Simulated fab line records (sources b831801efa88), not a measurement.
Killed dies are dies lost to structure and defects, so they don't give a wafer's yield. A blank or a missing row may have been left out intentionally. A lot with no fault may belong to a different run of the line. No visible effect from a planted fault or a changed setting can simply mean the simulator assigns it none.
What tool caused it? || flow sfq-line || 6 lots, 18 wafers sampled, at 5 steps of a route of 325

## WHAT THE GAUGES READ, wafer by wafer
SFQ_JJ_OVL_MEAS_931.
{"lot": "L384", "measured": "day 43 12:35", "on": "overlay-01", "J5_OVL (nm)": "-7 -9 -3"}
{"lot": "L386", "measured": "day 43 16:11", "on": "overlay-02", "J5_OVL (nm)": "0 -5 0"}
{"lot": "L388", "measured": "day 45 18:55", "on": "overlay-02", "J5_OVL (nm)": "5 0 0"}
{"lot": "L390", "measured": "day 52 13:36", "on": "overlay-01", "J5_OVL (nm)": "10 -4 5"}
{"lot": "L393", "measured": "day 59 07:26", "on": "overlay-01", "J5_OVL (nm)": "4 4 5"}
{"lot": "L400", "measured": "day 62 17:58", "on": "overlay-02", "J5_OVL (nm)": "8 2 5"}

## TOOL THAT RAN EACH LOT (tool first, then ch and the chambers of the sampled wafers, then the start)
{"lot": "L384", "SFQ_TRILAYER_I1_CMP_CMP_046": "cmp-01 ch 0,1,2, day 14 22:02", "SFQ_TRILAYER_I1_METRO_MEASURE_047": "film-metro-02, day 15 00:40", "SFQ_TRILAYER_I1_VIA_ETCH_VIA_ETCH_052": "rie-diel-02 ch 1,2, day 16 01:10", "SFQ_TRILAYER_M2_ETCH_METAL_ETCH_060": "rie-metal-02 ch 0, day 17 00:43"}
{"lot": "L386", "SFQ_TRILAYER_I1_CMP_CMP_046": "cmp-01 ch 0,3, day 15 16:02", "SFQ_TRILAYER_I1_METRO_MEASURE_047": "film-metro-03, day 15 18:39", "SFQ_TRILAYER_I1_VIA_ETCH_VIA_ETCH_052": "rie-diel-01 ch 0,1, day 16 18:41", "SFQ_TRILAYER_M2_ETCH_METAL_ETCH_060": "rie-metal-01 ch 0,1, day 17 13:55"}
{"lot": "L388", "SFQ_TRILAYER_I1_CMP_CMP_046": "cmp-01 ch 0,1,2, day 16 23:28", "SFQ_TRILAYER_I1_METRO_MEASURE_047": "film-metro-03, day 17 02:35", "SFQ_TRILAYER_I1_VIA_ETCH_VIA_ETCH_052": "rie-diel-02 ch 0,2,3, day 17 21:05", "SFQ_TRILAYER_M2_ETCH_METAL_ETCH_060": "rie-metal-02 ch 0,1, day 18 15:29"}
{"lot": "L390", "SFQ_TRILAYER_I1_CMP_CMP_046": "cmp-02 ch 0,3, day 17 20:53", "SFQ_TRILAYER_I1_METRO_MEASURE_047": "film-metro-04, day 18 00:36", "SFQ_TRILAYER_I1_VIA_ETCH_VIA_ETCH_052": "rie-diel-03 ch 1,2, day 18 17:52", "SFQ_TRILAYER_M2_ETCH_METAL_ETCH_060": "rie-metal-02 ch 0,1, day 19 10:44"}
{"lot": "L393", "SFQ_TRILAYER_I1_CMP_CMP_046": "cmp-01 ch 1,2, day 19 09:29", "SFQ_TRILAYER_I1_METRO_MEASURE_047": "film-metro-02, day 19 12:06", "SFQ_TRILAYER_I1_VIA_ETCH_VIA_ETCH_052": "rie-diel-03 ch 0,1,2, day 20 03:28", "SFQ_TRILAYER_M2_ETCH_METAL_ETCH_060": "rie-metal-04 ch 0,1, day 20 20:23"}
{"lot": "L400", "SFQ_TRILAYER_I1_CMP_CMP_046": "cmp-01 ch 2,3, day 21 14:07", "SFQ_TRILAYER_I1_METRO_MEASURE_047": "film-metro-04, day 21 17:14", "SFQ_TRILAYER_I1_VIA_ETCH_VIA_ETCH_052": "rie-diel-02 ch 0,3, day 23 03:10", "SFQ_TRILAYER_M2_ETCH_METAL_ETCH_060": "rie-metal-02 ch 0,1, day 24 15:30"}
- SFQ_TRILAYER_I1_CMP_CMP_046: polishes SiO2.
- SFQ_TRILAYER_I1_METRO_MEASURE_047
- SFQ_TRILAYER_I1_VIA_ETCH_VIA_ETCH_052: etches SiO2 in CHF3, stops on Nb, target depth 260 nm.
- SFQ_TRILAYER_M2_ETCH_METAL_ETCH_060: etches Nb in Cl2/Ar, stops on SiO2, target depth 240 nm, time 120 s.

## THE ANSWER, worked out from the rows above alone
Rule: the lots themselves supply what counts as usual. The widest of any qualifying gaps counts: lots, ordered by their means at a reading, are off when they make up no more than a third of the lots, leave a main group of 4 or more, and stand apart from it by 3 or more times the standard deviation of that group's means. Not used: any main group whose means are identical at the precision the tables above print for the reading. A lot without any number at a reading at which 4 lots or more have one is off too. All remaining lots with rows at the step are treated as sound.
Across all readings shown, no lot is off: no conclusion can be drawn from this.

## WHAT THE SIMULATOR HAD PUT IN
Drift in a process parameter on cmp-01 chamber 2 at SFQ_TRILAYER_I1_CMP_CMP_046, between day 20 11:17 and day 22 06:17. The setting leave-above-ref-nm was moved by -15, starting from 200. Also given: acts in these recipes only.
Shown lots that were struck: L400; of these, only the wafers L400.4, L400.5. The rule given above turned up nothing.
